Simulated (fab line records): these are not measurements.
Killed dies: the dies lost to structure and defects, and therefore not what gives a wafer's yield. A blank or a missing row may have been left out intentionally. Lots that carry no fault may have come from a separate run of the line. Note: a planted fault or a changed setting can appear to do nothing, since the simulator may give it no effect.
A struck lot beside a sound one | flow sky130 | 17 steps out of a route of 708
Sound: these wafers, L525.1, L525.3, L525.4. Struck: wafers L533.2, L533.4. (L533.1 of the same lot was not struck and is left out.) The cause comes at the end.
At each step with rows: each side's tool, then ch and its chambers, then its first start. Under that, the readings that differ: sound wafers | struck wafers | difference of the means | sigmas: that difference in standard deviations of wafers without a fault.
alike: readings with means less than 2 such deviations apart, plus words and numbers identical on both sides. not compared: withheld readings, readings lacking a value on some wafer, bounds such as >300 that could conceal the same value, and numbers that have no deviation in the record and whose values overlap.
A row with sigmas, a row that says differs or no value, or rows on one side alone: a step with any of these is where the two part. Numbers that have no deviation but don't overlap get no sigmas and don't part them. A reading that every wafer of one side lacks parts them only if that side has two wafers or more.

SKY_VT_ADJUST_LVTN_OVL_MEAS_07:
  sound on overlay-01 at day 6 22:56; struck on overlay-02 at day 9 05:48
  alike: VT_ADJUST_LVTN_OVL
after that, 1 step had no rows for these wafers: SKY_VT_ADJUST_LVTN_IMPLANT_08.
SKY_VT_ADJUST_LVTN_STRIP_09: strips in O2/N2.
  sound on plasmaAsher-04 ch 0,1, day 6 23:08; struck on plasmaAsher-01 ch 0,1, day 9 05:59
  alike: drypumpMotorCurrentA, oesProductAu, stripTimeToEndpointS
  not compared: rfHoursCounterH
SKY_VT_ADJUST_LVTN_TW_MEAS_10:
  sound on filmMetro-04 at day 6 23:14; struck on filmMetro-02 at day 9 06:05
  alike: VT_ADJUST_LVTN_TW
then, 7 steps without rows for these wafers: SKY_VT_ADJUST_LVTN_DEHYDRATE_11 (time 60 s); SKY_VT_ADJUST_LVTN_HMDS_12 (prime time 60 s); SKY_VT_ADJUST_LVTN_COAT_13 (resist thk 1140 nm); SKY_VT_ADJUST_LVTN_SOFTBAKE_14 (time 60 s); SKY_VT_ADJUST_LVTN_EXPOSE_15 (exposes mask HVN STD DERIVED, target cd 600 nm); SKY_VT_ADJUST_LVTN_PEB_16; SKY_VT_ADJUST_LVTN_DEVELOP_17 (develop time 58.13 s).
SKY_VT_ADJUST_LVTN_OVL_MEAS_18:
  sound on overlay-01 at day 7 17:06; struck on overlay-01 at day 10 03:26
  alike: VT_ADJUST_LVTN_01_OVL
SKY_VT_ADJUST_LVTN_IMPLANT_19:
  sound on implanter-01 ch 0, day 7 17:08; struck on implanter-01 ch 0, day 10 03:29
  alike: doseIonsCm2
SKY_VT_ADJUST_LVTN_STRIP_20: strips in O2/N2.
  sound on plasmaAsher-02 ch 0,1, day 7 17:17; struck on plasmaAsher-02 ch 1, day 10 03:38
reading             | sound             | struck      | difference | sigmas
oesProductAu (a.u.) | 0.719 0.717 0.720 | 0.711 0.707 | -0.010     | -2
  alike: drypumpMotorCurrentA, stripTimeToEndpointS
  not compared: rfHoursCounterH
SKY_VT_ADJUST_LVTN_TW_MEAS_21:
  sound on filmMetro-03 at day 7 17:23; struck on filmMetro-04 at day 10 03:44
reading             | sound             | struck      | difference | sigmas
VT_ADJUST_LVTN_2_TW | 186.8 187.6 188.3 | 180.6 181.1 | -6.7       | -4
then, 1 step without rows for these wafers: SKY_VT_ADJUST_NCORE_DEHYDRATE_00 (time 60 s).
-- here the record skips 38 days between the struck wafers' starts before and after, leaving off in module VT_ADJUST_NCORE and picking up in module PAD_OPEN (first step shown: number 708 of the route) --
SKY_PAD_OPEN_PROBE_99:
  sound on prober-01 at day 45 08:04; struck on prober-02 at day 47 19:42
reading                                 | sound                | struck        | difference | sigmas
model.etest.resPwellUnderGate.rsOhmSq   | 2253 2276 2268       | 2294 2298     | +30        | 
model.etest.tip_n_5v.rsOhmSqRange       | 36.38 28.55 30.24    | 45.84 42.8    | +12.60     | 
model.etest.nfetG5v0d10v5.bodyRiseV (V) | 0.6794 0.6693 0.6746 | 0.6586 0.6596 | -0.0153    | 
model.etest.nfet_16v.bodyRiseV (V)      | 0.6713 0.6647 0.6676 | 0.6498 0.6548 | -0.0156    | 
model.etest.nfetG5v0d10v5.vtLongV (V)   | 0.8077 0.8082 0.8106 | 0.8016 0.807  | -0.0045    | 
  alike: killed_at_M0_to_M3, killed_at_M4_up, killedAtContacts, killedAtFrontEnd, killedAtOther, killedDies, killedOnRim, killedOpen, killedShort
  not compared: model.etest.nfetG5v0d10v5.vtSatV, model.etest.nfetG5v0d10v5.vtV, model.etest.nfet_16v.vtV

== WHERE THEY PART ==
Earliest at SKY_VT_ADJUST_LVTN_STRIP_20; latest, in this record, at SKY_VT_ADJUST_LVTN_TW_MEAS_21. Later steps at which nothing parts them and some readings are alike: SKY_PAD_OPEN_PROBE_99.

WHY: what had been put in by the simulator
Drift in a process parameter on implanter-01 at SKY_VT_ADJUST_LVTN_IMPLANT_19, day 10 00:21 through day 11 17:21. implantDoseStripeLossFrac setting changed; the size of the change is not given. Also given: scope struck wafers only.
